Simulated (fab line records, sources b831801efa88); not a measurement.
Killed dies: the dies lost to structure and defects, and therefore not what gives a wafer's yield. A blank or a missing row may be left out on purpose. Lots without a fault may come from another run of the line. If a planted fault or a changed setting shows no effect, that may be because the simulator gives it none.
8D (eight disciplines) problem report, filled in by code :: flow gf180mcu :: the parts of the form that need people (team, actions taken, sign-off) are left out

== 1. PROBLEM STATEMENT ==
Mean of heaterPowerTotalW at GF_V5_PEB_12: 88.95 W across 4 wafers in 2 lots; on wafers with no fault it is 85.71 W (standard deviation 0.085). Measured from the usual mean, that is +38 standard deviations.
The step: peb time 90 s.
Seen first at day 29 20:47 on lithoTrack-01, wafer L178.5. The record has a number at this step for 41 wafers belonging to 14 lots. Rule for "out", or "out of limits": more than 4 standard deviations from the usual mean. Any other wafer with a number is counted as sound.

== 2. WHAT IT IS AND WHAT IT IS NOT ==
question: which readings at this step
is: heaterPowerTotalW
is not: -

question: which lots
is: L178, L181
is not: L168, L170, L171, L172, L173, L174, L182, L185, L186, L188, L190, L191

question: which wafers of those lots
is: L178.5, L178.6, L181.5, L181.6
is not: L178.4

question: read on which tools
is: lithoTrack-01
is not: lithoTrack-03, lithoTrack-04

question: when
is: from day 29 20:47
is not: up to then (19 sound wafers); but 18 sound wafers of L182, L185, L186, L188, L190, L191 came after

== 3. SUSPECTS, AND WHAT RULES EACH OUT ==
Counting: any tool at a process step up to the reading remains a suspect provided it ran every lot that is out. Sound lots after the first of them don't rule it out here, since some wafers of a struck lot are sound.
- lithoTrack-01 at GF_V5_PEB_12 (peb time 90 s): kept. Every lot that is out went through it, the first being L178 (day 29 20:47); the last sound lot it ran before that was L174 (day 28 16:05). Its own heaterPowerTotalW readings are out on those wafers.
Left after counting: lithoTrack-01 at GF_V5_PEB_12.

== 4. THE CAUSE (what the simulator had put in) ==
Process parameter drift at GF_V5_PEB_12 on lithoTrack-01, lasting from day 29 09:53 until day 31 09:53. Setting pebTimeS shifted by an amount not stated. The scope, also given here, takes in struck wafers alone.
After counting, this tool was the only one left.

== 5. THE EFFECT CHAIN, in route order ==
Each row: a reading where the mean over the struck wafers with a number is more than 3 standard deviations away from the usual. Only readings for which the record gives a usual standard deviation are gone through. hours: the time from each lot's start at the first step in this table that gives one to its start at this step, as a median over the lots. sigmas: the change in usual standard deviations.
hours: 0
step: GF_V5_PEB_12
reading: heaterPowerTotalW
usual: 85.71 W
on struck wafers: 88.95
change: +3.24
sigmas: +38
The process steps in it:
- GF_V5_PEB_12: peb time 90 s.

== 6. WHAT WOULD HAVE CAUGHT IT SOONER ==
In this record no reading fell out of limits until day 29 20:47, 11 hours after the fault had begun at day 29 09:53.
